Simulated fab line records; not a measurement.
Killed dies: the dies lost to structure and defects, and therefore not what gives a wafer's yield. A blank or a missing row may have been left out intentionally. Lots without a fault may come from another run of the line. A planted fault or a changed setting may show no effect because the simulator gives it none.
fab line records | flow sky130
[record] lots = 12 | wafers = 36 | lastDay = 50
route steps=708 shown FIELD_ISO@16 SONOS_ONO@185 POLY_GATE@229 LDD_P@262 PAD_OPEN@708
lots untouched by any fault: they come from a run of this same line in which no faults occurred
startH: hours from the record's opening day to when the first of the lot's shown wafers began | waitH: hours since the lot's step before | " identical to the entry in the row above | L1.1+2: several wafers, shown together as one row | - either no value or no given start | * or withheld: withheld | < > ~ a bound
route shown NAME@n: a module of which the file shows steps, and the number in the route of the first | usual: average and standard deviation across the fault-free wafers | same: alike in all rows | chamber/n: place in a boat | sites: each site's reading | _std_site: standard deviation of those values | _edge_site: inner sites' mean taken away from outer sites' mean | radiusMm: how far each site lies from the wafer's centre | mask NAME#n: copy n | behind: the last tool/chamber to shape the wafer | hold: cause of the lot's hold/its duration in hours/its outcome | device: the n, p or np transistor that did not switch | end of line: the route-end tests of the same wafers | where a step has no rows: the recipe by itself | killed: not the wafer's yield, but the dies lost to structure and defects at the first sort | map: a wafer's dies, marking killed ones x, the rest . and places with no die _
set.NAME: the setting the step ran with; set.NAME@STEP: the setting that earlier step ran with | model.NAME: the simulator's own value behind a step, which no gauge read
route steps across a sampled set of lots; one table per step, one row per wafer
services: the hour from which a tool's chamber was out of use, counted from the record's first day as startH (under 0 if before that day), plus the number of hours and why
[[steps]]
[step SKY_FIELD_ISO_ETCH_15]
[recipe] chemistry = CHF3/O2 | targetDepthNm = 180 | stopOn = Si | sourceW = 600 | biasW = 200 | pressureMtorr = 40 | chf3FlowSccm = 50 | O2_flow_sccm = 5 | timeS = 72
[usual] drypumpMotorCurrentA = 5.7/0.52 | oesProductAu = 0.944/0.0064 | throttleValvePct = 8.844/0.0087
[same] timeS = 72
lot.wafer | tool       | chamber | startH | waitH | drypumpMotorCurrentA | oesProductAu | rfHoursCounterH | throttleValvePct
L745.1    | rieDiel-01 | 0       | 29.01  | 0.0   | 6.6                  | 0.940        | 176             | 8.847
L745.4    | "          | 3       | "      | "     | 5.8                  | 0.943        | 90              | 8.846
L745.6    | "          | 2       | "      | "     | 5.7                  | 0.946        | -               | 8.856
L746.3    | rieDiel-02 | 2       | 35.17  | 0.0   | 5.7                  | 0.948        | 37              | 8.847
L746.4    | "          | 0       | "      | "     | 4.8                  | 0.944        | 138             | 8.836
L746.5    | "          | 1       | "      | "     | 6.3                  | 0.948        | -               | 8.864
L747.4    | rieDiel-04 | 3       | 39.30  | 0.0   | 4.9                  | 0.941        | -               | 8.824
L747.5    | "          | 1       | "      | "     | 5.6                  | 0.931        | -               | 8.862
L747.6    | "          | 2       | "      | "     | 5.6                  | 0.937        | -               | 8.831
L748.1    | rieDiel-01 | 1       | 44.75  | 0.0   | 6.3                  | 0.962        | 2               | 8.839
L748.2    | "          | 2       | "      | "     | 5.7                  | 0.951        | 111             | 8.839
L748.4    | "          | 3       | "      | "     | 5.8                  | 0.944        | -               | 8.850
L749.4    | rieDiel-01 | 3       | 50.35  | 0.0   | 5.8                  | 0.944        | -               | 8.853
L749.5    | "          | 1       | "      | "     | 6.4                  | 0.951        | -               | 8.839
L749.6    | "          | 2       | "      | "     | 5.7                  | 0.942        | -               | 8.843
L754.2    | rieDiel-02 | 1       | 74.80  | 0.0   | 6.4                  | 0.939        | 89              | 8.855
L754.4    | "          | 0       | "      | "     | 4.8                  | 0.938        | 139             | 8.849
L754.6    | "          | 0       | "      | "     | 4.8                  | 0.940        | -               | 8.833
L761.1    | rieDiel-04 | 3       | 122.56 | 0.0   | 4.9                  | 0.935        | 51              | 8.826
L761.4    | "          | 2       | "      | "     | 5.7                  | 0.954        | 110             | 8.844
L761.5    | "          | 3       | "      | "     | 4.9                  | 0.939        | -               | 8.839
L763.1    | rieDiel-04 | 1       | 125.66 | 0.0   | 5.6                  | 0.934        | 4               | 8.857
L763.2    | "          | 3       | "      | "     | 4.9                  | 0.937        | 51              | 8.845
L763.3    | "          | 2       | "      | "     | 5.6                  | 0.937        | 110             | 8.841
L764.1    | rieDiel-04 | 3       | 128.71 | 0.0   | 4.9                  | 0.934        | 51              | 8.834
L764.3    | "          | 1       | "      | "     | 5.6                  | 0.932        | 4               | 8.834
L764.6    | "          | 1       | "      | "     | 5.6                  | 0.942        | -               | 8.851
L766.1    | rieDiel-02 | 3       | 137.37 | 0.0   | 6.1                  | 0.951        | 2               | 8.845
L766.2    | "          | 1       | "      | "     | 6.3                  | 0.951        | 90              | 8.848
L766.5    | "          | 0       | "      | "     | 4.8                  | 0.947        | -               | 8.857
L767.1    | rieDiel-02 | 0       | 142.06 | 0.0   | 4.8                  | 0.934        | 140             | 8.838
L767.5    | "          | 3       | "      | "     | 6.1                  | 0.942        | -               | 8.859
L767.6    | "          | 2       | "      | "     | 5.7                  | 0.941        | -               | 8.837
L768.4    | rieDiel-04 | 2       | 149.41 | 0.0   | 5.6                  | 0.942        | 111             | 8.837
L768.5    | "          | 2       | "      | "     | 5.6                  | 0.946        | -               | 8.834
L768.6    | "          | 3       | "      | "     | 4.9                  | 0.944        | -               | 8.851
[step SKY_SONOS_ONO_STRIP_17]
[recipe] chemistry = O2/N2 | powerW = 1400 | pressureMtorr = 1500 | platenTempC = withheld | o2FlowSccm = 3000 | n2FlowSccm = 300 | overashFraction = 0.5
[usual] drypumpMotorCurrentA = 6.2/0.47 | oesProductAu = 0.711/0.0043 | stripTimeToEndpointS = 14.11/0.039
lot.wafer | tool           | chamber | startH | waitH | drypumpMotorCurrentA | oesProductAu | rfHoursCounterH | stripTimeToEndpointS
L745.1    | plasmaAsher-01 | 1       | 273.49 | 0.0   | 6.4                  | 0.704        | 16              | 14.17
L745.4    | "              | 1       | "      | "     | 6.4                  | 0.712        | -               | 14.09
L745.6    | "              | 0       | "      | "     | 6.3                  | 0.714        | -               | 14.10
L746.3    | plasmaAsher-01 | 1       | 281.18 | 0.0   | 6.4                  | 0.716        | -               | 14.11
L746.4    | "              | 0       | "      | "     | 6.3                  | 0.711        | -               | 14.13
L746.5    | "              | 1       | "      | "     | 6.4                  | 0.710        | -               | 14.14
L747.4    | plasmaAsher-01 | 1       | 282.59 | 0.0   | 6.4                  | 0.713        | -               | 14.07
L747.5    | "              | 0       | "      | "     | 6.3                  | 0.708        | -               | 14.04
L747.6    | "              | 1       | "      | "     | 6.4                  | 0.710        | -               | 14.03
L748.1    | plasmaAsher-04 | 1       | 293.57 | 0.0   | 6.8                  | 0.714        | 58              | 14.11
L748.2    | "              | 0       | "      | "     | 5.2                  | 0.718        | 58              | 14.09
L748.4    | "              | 1       | "      | "     | 6.7                  | 0.704        | -               | 14.13
L749.4    | plasmaAsher-04 | 1       | 303.38 | 0.0   | 6.7                  | 0.714        | -               | 14.04
L749.5    | "              | 0       | "      | "     | 5.2                  | 0.708        | -               | 14.07
L749.6    | "              | 1       | "      | "     | 6.7                  | 0.710        | -               | 14.07
L754.2    | plasmaAsher-01 | 0       | 348.80 | 0.0   | 6.3                  | 0.932        | 25              | -
L754.4    | "              | 0       | "      | "     | 6.3                  | 0.930        | -               | -
L754.6    | "              | 1       | "      | "     | 6.4                  | 0.927        | -               | -
L761.1    | plasmaAsher-01 | 0       | 421.70 | 0.0   | 6.3                  | 0.705        | 33              | 14.14
L761.4    | "              | 0       | "      | "     | 6.3                  | 0.702        | -               | 14.14
L761.5    | "              | 1       | "      | "     | 6.5                  | 0.708        | -               | 14.18
L763.1    | plasmaAsher-03 | 0       | 438.20 | 0.0   | 5.7                  | 0.703        | 1               | 14.08
L763.2    | "              | 1       | "      | "     | 6.4                  | 0.710        | 1               | 14.16
L763.3    | "              | 1       | "      | "     | 6.4                  | 0.708        | -               | 14.13
L764.1    | plasmaAsher-01 | 1       | 443.25 | 0.0   | 6.4                  | 0.710        | 36              | 14.15
L764.3    | "              | 0       | "      | "     | 6.3                  | 0.707        | -               | 14.17
L764.6    | "              | 1       | "      | "     | 6.4                  | 0.712        | -               | 14.14
L766.1    | plasmaAsher-01 | 0       | 452.39 | 0.0   | 6.3                  | 0.709        | 37              | 14.05
L766.2    | "              | 1       | "      | "     | 6.4                  | 0.715        | 37              | 14.07
L766.5    | "              | 1       | "      | "     | 6.4                  | 0.706        | -               | 14.00
L767.1    | plasmaAsher-03 | 1       | 463.30 | 0.0   | 6.3                  | 0.710        | 4               | 14.10
L767.5    | "              | 0       | "      | "     | 5.6                  | 0.711        | -               | 14.06
L767.6    | "              | 1       | "      | "     | 6.3                  | 0.709        | -               | 14.10
L768.4    | plasmaAsher-01 | 1       | 471.14 | 0.0   | 6.4                  | 0.714        | -               | 14.07
L768.5    | "              | 0       | "      | "     | 6.3                  | 0.708        | -               | 14.11
L768.6    | "              | 1       | "      | "     | 6.4                  | 0.711        | -               | 14.05
[step SKY_POLY_GATE_ETCH_15]
[recipe] chemistry = N2/H2 | target = BARC | ionEnergyEv = 200 | sourceW = 500 | biasW = 100 | pressureMtorr = 30 | n2FlowSccm = 100 | h2FlowSccm = 200 | stopOn = SiO2 | timeS = 118.5 | targetDepthA = 1100
[usual] drypumpMotorCurrentA = 5.6/0.58 | oesProductAu = 0.717/0.0048 | throttleValvePct = 13.212/0.0088
[same] timeS = 118.5
lot.wafer | tool       | chamber | startH | waitH | drypumpMotorCurrentA | oesProductAu | rfHoursCounterH | throttleValvePct
L745.1    | rieDiel-03 | 1       | 364.61 | 0.0   | 5.0                  | 0.717        | 3               | 13.208
L745.4    | "          | 0       | "      | "     | 6.1                  | 0.724        | 2               | 13.222
L745.6    | "          | 0       | "      | "     | 6.1                  | 0.720        | -               | 13.225
L746.3    | rieDiel-04 | 1       | 367.29 | 0.0   | 5.6                  | 0.723        | 9               | 13.217
L746.4    | "          | 3       | "      | "     | 4.9                  | 0.718        | 56              | 13.205
L746.5    | "          | 1       | "      | "     | 5.6                  | 0.715        | -               | 13.212
L747.4    | rieDiel-03 | 2       | 368.01 | 0.0   | 4.8                  | 0.722        | 4               | 13.209
L747.5    | "          | 3       | "      | "     | 5.3                  | 0.705        | -               | 13.204
L747.6    | "          | 2       | "      | "     | 4.8                  | 0.720        | -               | 13.216
L748.1    | rieDiel-04 | 3       | 382.64 | 0.0   | 4.9                  | 0.719        | 56              | 13.209
L748.2    | "          | 0       | "      | "     | 6.0                  | 0.723        | 8               | 13.217
L748.4    | "          | 0       | "      | "     | 6.0                  | 0.716        | -               | 13.208
L749.4    | rieDiel-01 | 1       | 393.85 | 0.1   | 6.3                  | 0.714        | -               | 13.201
L749.5    | "          | 3       | "      | "     | 5.8                  | 0.723        | -               | 13.214
L749.6    | "          | 0       | "      | "     | 6.6                  | 0.724        | -               | 13.214
L761.1    | rieDiel-03 | 3       | 520.74 | 0.0   | 5.3                  | 0.716        | 7               | 13.204
L761.4    | "          | 0       | "      | "     | 6.1                  | 0.717        | 5               | 13.205
L761.5    | "          | 3       | "      | "     | 5.3                  | 0.705        | -               | 13.208
L763.1    | rieDiel-04 | 0       | 541.21 | 0.0   | 6.0                  | 0.721        | 11              | 13.217
L763.2    | "          | 2       | "      | "     | 5.6                  | 0.712        | 2               | 13.218
L763.3    | "          | 3       | "      | "     | 4.9                  | 0.719        | 59              | 13.213
L764.1    | rieDiel-03 | 0       | 542.51 | 0.0   | 6.1                  | 0.719        | 6               | 13.217
L764.3    | "          | 2       | "      | "     | 4.8                  | 0.717        | 8               | 13.210
L764.6    | "          | 0       | "      | "     | 6.1                  | 0.718        | -               | 13.218
L766.1    | rieDiel-03 | 3       | 551.44 | 0.0   | 5.2                  | 0.719        | 8               | 13.201
L766.2    | "          | 1       | "      | "     | 5.0                  | 0.718        | 7               | 13.225
L766.5    | "          | 1       | "      | "     | 5.0                  | 0.718        | -               | 13.208
L767.1    | rieDiel-03 | 1       | 564.91 | 0.0   | 5.0                  | 0.725        | 7               | 13.208
L767.5    | "          | 1       | "      | "     | 5.0                  | 0.718        | -               | 13.206
L767.6    | "          | 0       | "      | "     | 6.1                  | 0.719        | -               | 13.222
L768.4    | rieDiel-01 | 1       | 571.74 | 0.0   | 6.4                  | 0.717        | 12              | 13.221
L768.5    | "          | 3       | "      | "     | 5.8                  | 0.718        | -               | 13.220
L768.6    | "          | 2       | "      | "     | 5.7                  | 0.715        | -               | 13.202
[step SKY_LDD_P_CD_MEAS_07]
[recipe] targetCdNm = 380
[usual] cdNm = 379.4/2.4
lot.wafer | tool     | chamber | startH | waitH | cdNm
L745.1    | cdSem-01 | -       | 429.50 | 0.1   | 379.0
L745.4    | "        | -       | "      | "     | 379.5
L745.6    | "        | -       | "      | "     | 380.6
L746.3    | cdSem-01 | -       | 430.33 | 0.1   | 376.2
L746.4    | "        | -       | "      | "     | 378.0
L746.5    | "        | -       | "      | "     | 375.4
L747.4    | cdSem-02 | -       | 431.00 | 0.1   | 380.5
L747.5    | "        | -       | "      | "     | 379.5
L747.6    | "        | -       | "      | "     | 379.2
L748.1    | cdSem-01 | -       | 446.43 | 0.1   | 378.0
L748.2    | "        | -       | "      | "     | 379.7
L748.4    | "        | -       | "      | "     | 380.1
L749.4    | cdSem-01 | -       | 459.71 | 0.1   | 379.5
L749.5    | "        | -       | "      | "     | 381.6
L749.6    | "        | -       | "      | "     | 382.2
L761.1    | cdSem-02 | -       | 585.05 | 0.1   | 380.7
L761.4    | "        | -       | "      | "     | 380.0
L761.5    | "        | -       | "      | "     | 379.7
L763.1    | cdSem-02 | -       | 603.30 | 0.1   | 380.4
L763.2    | "        | -       | "      | "     | 381.9
L763.3    | "        | -       | "      | "     | 379.7
L764.1    | cdSem-02 | -       | 604.58 | 0.1   | 377.8
L764.3    | "        | -       | "      | "     | 376.6
L764.6    | "        | -       | "      | "     | 379.2
L766.1    | cdSem-02 | -       | 613.29 | 0.1   | 379.3
L766.2    | "        | -       | "      | "     | 378.2
L766.5    | "        | -       | "      | "     | 379.8
L767.1    | cdSem-01 | -       | 626.70 | 0.1   | 383.2
L767.5    | "        | -       | "      | "     | 382.8
L767.6    | "        | -       | "      | "     | 382.6
L768.4    | cdSem-01 | -       | 634.30 | 0.1   | 380.3
L768.5    | "        | -       | "      | "     | 382.1
L768.6    | "        | -       | "      | "     | 380.6
[step SKY_PAD_OPEN_PROBE_99]
[usual] killed_at_M0_to_M3 = 43/7.3 | killed_at_M4_up = 3.4/1.7 | killedAtContacts = 24/4.5 | killedAtFrontEnd = 16/4.4 | killedAtOther = 0.2/0.51 | killedDies = 86/9.7 | killedOnRim = 17/3.7 | killedOpen = 46/6.6 | killedShort = 39/7.1
[same] grossDies = 492 | killedAtBackSide = 0
lot.wafer | tool      | chamber | startH  | waitH | killed_at_M0_to_M3 | killed_at_M4_up | killedAtContacts | killedAtFrontEnd | killedAtOther | killedDies | killedOnRim | killedOpen | killedShort
L754.2    | prober-01 | -       | 1124.21 | 0.1   | 50                 | 4               | 24               | 413              | 1             | 492        | 96          | 48         | 54
L754.4    | prober-01 | -       | 1124.31 | 0.2   | 59                 | 2               | 20               | 411              | 0             | 492        | 96          | 48         | 47
L754.6    | prober-01 | -       | 1124.41 | 0.2   | 41                 | 2               | 27               | 422              | 0             | 492        | 96          | 46         | 42
// killed by level:class
L754.2 GATE_OXIDE:areaOxidation=390 POLY_GATE:geometricParticle:short=11 VIA2:geometricParticle:open=10 VIA1:geometricParticle:short=8 VIA1:geometricParticle:open=8 CONTACT:geometricParticle:open=7 LI_CONTACT:geometricParticle:open=6 FIELD_ISO:geometricParticle:short=5
L754.4 GATE_OXIDE:areaOxidation=397 VIA1:geometricParticle:open=12 VIA3:geometricParticle:open=10 VIA2:geometricParticle:short=9 LI_CONTACT:geometricParticle:open=8 VIA1:geometricParticle:short=8 VIA2:geometricParticle:open=7 METAL1:geometricParticle:short=5
L754.6 GATE_OXIDE:areaOxidation=404 CONTACT:geometricParticle:open=9 VIA2:geometricParticle:open=8 CONTACT:geometricParticle:short=7 VIA1:geometricParticle:open=7 POLY_GATE:geometricParticle:short=6 METAL1:geometricParticle:short=6 VIA1:geometricParticle:short=6
[[services]]
tool           | chamber | startH | hours | kind
rieDiel-01     | 2       | 7.06   | 20.1  | repair
rieDiel-04     | 2       | 14.24  | 9.4   | repair
rieDiel-03     | 2       | 28.13  | 19.9  | repair
rieDiel-04     | 1       | 34.59  | 4.5   | repair
rieDiel-04     | 0       | 37.48  | 14.2  | repair
rieDiel-04     | -       | 63.15  | 1.1   | repair
rieDiel-04     | 3       | 66.59  | 4.5   | repair
rieDiel-04     | 1       | 99.47  | 13.9  | repair
plasmaAsher-01 | -       | 105.80 | 2.4   | repair
plasmaAsher-01 | -       | 108.75 | 9.0   | pm
rieDiel-03     | 2       | 112.54 | 13.1  | repair
rieDiel-04     | 0       | 124.40 | 6.8   | repair
plasmaAsher-01 | -       | 129.77 | 3.5   | repair
rieDiel-03     | 3       | 157.00 | 5.6   | repair
rieDiel-04     | 2       | 187.00 | 16.0  | repair
rieDiel-04     | -       | 222.07 | 0.7   | repair
rieDiel-03     | 3       | 280.35 | 4.0   | repair
rieDiel-04     | 0       | 300.90 | 6.0   | repair
rieDiel-04     | 1       | 336.69 | 3.7   | repair
rieDiel-04     | -       | 423.87 | 14.1  | repair
rieDiel-03     | 0       | 426.01 | 12.4  | repair
rieDiel-04     | -       | 480.27 | 0.7   | repair
plasmaAsher-01 | -       | 497.35 | 7.7   | repair
rieDiel-04     | -       | 512.88 | 14.6  | pm
[[key]]
[firstSign] step = SKY_SONOS_ONO_STRIP_17 | reading = oesProductAu | direction = up | sigmas = 51 | usual = 0.711 | struck = 0.930
[effect] step = SKY_PAD_OPEN_PROBE_99 | reading = killedAtFrontEnd | direction = up | sigmas = 91 | usual = 16 | struck = 415
[moreKillsBornAt] SKY_GATE_OXIDE_OXIDATION_01@furnace-01 = 1191
metAt SKY_SONOS_ONO_STRIP_17
struckLots L754
laterRowsLeftOut L754.2,L754.4,L754.6
testerLeftOut L754
notActingAt SKY_FIELD_ISO_ETCH_15,SKY_POLY_GATE_ETCH_15,SKY_LDD_P_CD_MEAS_07
onsetBetween 282.59 348.80
[fault] kind = stripAborted | tool = plasmaAsher-01 | chamber = - | onsetH = 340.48 | steps = SKY_SONOS_ONO_STRIP_17 | offset = 0.60146 | endH = 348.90
// testerLeftOut: of these lots the tester's yield and bins aren't shown, on N5 and GAA mostly nor the transistor test; their killed dies are dies lost to structure and defects alone, not to doping, threshold or leakage, so they don't give the yield
// laterRowsLeftOut: the simulator's readings of these wafers behind a module that went badly wrong aren't trusted and aren't shown, but for the sort
